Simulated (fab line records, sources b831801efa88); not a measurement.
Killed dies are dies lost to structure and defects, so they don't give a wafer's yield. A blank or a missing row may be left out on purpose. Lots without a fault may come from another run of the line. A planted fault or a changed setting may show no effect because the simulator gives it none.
Which tool did it? | flow gf180mcu | 14 lots, 42 wafers sampled, at 4 steps of a route of 602

WHAT THE GAUGES READ, wafer by wafer
GF_MVSD_OVL_MEAS_07. Usual: MVSD_OVL 0.4 nm, standard deviation 1.4.
lot  | measured    | on         | MVSD_OVL (nm)  | flag
L182 | day 4 09:41 | overlay-01 | -1.2 -1.1 -1.0 |
L184 | day 4 21:02 | overlay-01 | 1.7 0.8 3.7    |
L186 | day 5 07:47 | overlay-02 | 0.1 0.5 0.5    |
L187 | day 5 15:21 | overlay-02 | -2.6 1.8 -0.5  |
L190 | day 6 07:28 | overlay-02 | -1.4 0.0 -0.7  |
L191 | day 6 16:26 | overlay-01 | -0.1 0.1 -0.2  |
L193 | day 7 02:46 | overlay-01 | 2.0 -0.6 0.9   |
L194 | day 7 08:07 | overlay-01 | -0.6 -1.5 -0.2 |
L197 | day 8 01:26 | overlay-02 | -0.2 -0.4 -0.3 |
L198 | day 8 07:02 | overlay-01 | 4.2 3.2 2.2    |
L202 | day 9 07:02 | overlay-01 | -0.2 0.6 1.1   |
L203 | day 9 11:22 | overlay-02 | 1.8 2.5 2.1    |
L204 | day 9 18:47 | overlay-02 | 0.7 -2.3 0.1   |
L205 | day 9 21:35 | overlay-01 | -0.3 0.3 0.9   |

GF_VT_IMPLANT_RS_MEAS_49: measures by four-point-probe. Usual: MVPSD_RS 1169.2 ohm/sq, standard deviation 2.9.
lot  | measured     | on            | MVPSD_RS (ohm/sq)    | flag
L182 | day 7 12:30  | film_metro-04 | 1173.1 1166.9 1168.8 |
L184 | day 8 02:08  | film_metro-04 | 1172.1 1172.5 1176.0 |
L186 | day 8 13:46  | film_metro-02 | 1168.5 1171.5 1168.7 |
L187 | day 8 22:57  | film_metro-02 | 1164.3 1165.5 1162.6 |
L190 | day 9 17:44  | film_metro-02 | 1173.9 1170.8 1170.5 |
L191 | day 10 04:41 | film_metro-04 | 1167.1 1169.9 1171.7 |
L193 | day 10 18:05 | film_metro-04 | 1173.8 1169.5 1172.6 |
L194 | day 10 22:02 | film_metro-04 | 1171.2 1167.8 1166.3 |
L197 | day 11 18:36 | film_metro-03 | 1169.6 1165.8 1169.0 |
L198 | day 12 00:58 | film_metro-04 | 1168.1 1170.0 1161.9 |
L202 | day 13 05:40 | film_metro-04 | 1173.9 1168.3 1170.8 |
L203 | day 13 09:44 | film_metro-02 | 1169.1 1169.5 1166.4 |
L204 | day 13 19:08 | film_metro-03 | 1171.0 1167.8 1172.2 |
L205 | day 13 23:59 | film_metro-03 | 1168.4 1169.4 1168.4 |

GF_POLY_GATE_THK_MEAS_17. Usual: POLY_GATE_OXIDATION_THK 4.02 nm, standard deviation 0.081.
lot  | measured     | on            | POLY_GATE_OXIDATION_THK (nm) | flag
L182 | day 9 07:20  | film_metro-01 | 3.92 3.95 3.96               |
L184 | day 9 21:37  | film_metro-04 | 4.08 3.99 4.02               |
L186 | day 10 05:51 | film_metro-04 | 3.92 3.85 3.87               |
L187 | day 10 18:01 | film_metro-02 | 3.93 3.93 3.94               |
L190 | day 11 12:53 | film_metro-01 | 4.00 4.06 4.07               |
L191 | day 12 01:47 | film_metro-04 | 4.21 4.15 4.25               |
L193 | day 12 14:59 | film_metro-01 | 4.09 4.16 4.18               |
L194 | day 12 19:59 | film_metro-01 | 4.05 4.10 4.09               |
L197 | day 13 16:10 | film_metro-01 | 3.93 3.91 4.01               |
L198 | day 14 02:28 | film_metro-04 | 3.92 4.04 4.02               |
L204 | day 15 19:58 | film_metro-04 | 4.00 4.03 3.90               |
L205 | day 16 03:44 | film_metro-04 | 4.05 4.01 4.00               |

WHICH TOOL RAN EACH LOT (tool, then ch and the chambers of the sampled wafers, then the start)
lot  | GF_VT_IMPLANT_WET_ETCH_50
L182 | wet_bench-04 ch 2, day 7 12:36
L184 | wet_bench-02 ch 0, day 8 02:16
L186 | wet_bench-02 ch 2, day 8 13:52
L187 | wet_bench-02 ch 1, day 8 23:01
L190 | wet_bench-01 ch 2, day 9 17:52
L191 | wet_bench-01 ch 0, day 10 04:49
L193 | wet_bench-02 ch 2, day 10 18:12
L194 | wet_bench-02 ch 1, day 10 22:10
L197 | wet_bench-01 ch 2, day 11 18:40
L198 | wet_bench-01 ch 0, day 12 01:03
L202 | wet_bench-02 ch 0, day 13 05:45
L203 | wet_bench-01 ch 2, day 13 09:52
L204 | wet_bench-02 ch 2, day 13 19:11
L205 | wet_bench-01 ch 2, day 14 00:05
- GF_VT_IMPLANT_WET_ETCH_50: etches SiO2 in dHF, target depth 20 nm, time 400 s.

WHAT THE TOOLS THEMSELVES READ (means of the sampled wafers that have a number; where no wafer has one, the mark that the record gives instead)
GF_VT_IMPLANT_WET_ETCH_50. Usual: bath_heat_duty_pct 6.3 %, standard deviation 0.65; run_length_s 427 s, standard deviation 3.6.
lot  | tool         | bath_heat_duty_pct (%) | run_length_s (s) | flag
L182 | wet_bench-04 | 5.6                    | 425              |
L184 | wet_bench-02 | 6.6                    | 432              |
L186 | wet_bench-02 | 6.7                    | 434              |
L187 | wet_bench-02 | 7.1                    | 426              |
L190 | wet_bench-01 | 6.3                    | 425              |
L191 | wet_bench-01 | 5.8                    | 426              |
L193 | wet_bench-02 | 6.5                    | 433              |
L194 | wet_bench-02 | 7.0                    | 433              |
L197 | wet_bench-01 | 6.1                    | 424              |
L198 | wet_bench-01 | 5.9                    | 425              |
L202 | wet_bench-02 | -                      | -                | OFF
L203 | wet_bench-01 | -                      | -                | OFF
L204 | wet_bench-02 | 6.7                    | 424              |
L205 | wet_bench-01 | 5.9                    | 434              |

THE ANSWER, worked out from the rows above alone
Rule: a lot is off if the mean of its wafers that have a number lies more than 3 standard deviations from the usual mean. A lot without any number at a reading at which 4 lots or more have one is off too. The other lots that the step has rows for count as sound. The gauges are gone through in route order, then the tools' own readings, and for those a lot's mean is taken as printed above. The first step at which some lot is off is used, and at that step the reading that is off furthest; a lot without a number counts as furthest.
Off: L202, L203, at GF_VT_IMPLANT_WET_ETCH_50 (bath_heat_duty_pct). Without a number there: L202, L203.
A tool fits if, at that step or a process step before it, it ran every lot that is off, and no sound lot after the first of them. None of those tried fits.

WHAT THE SIMULATOR HAD PUT IN
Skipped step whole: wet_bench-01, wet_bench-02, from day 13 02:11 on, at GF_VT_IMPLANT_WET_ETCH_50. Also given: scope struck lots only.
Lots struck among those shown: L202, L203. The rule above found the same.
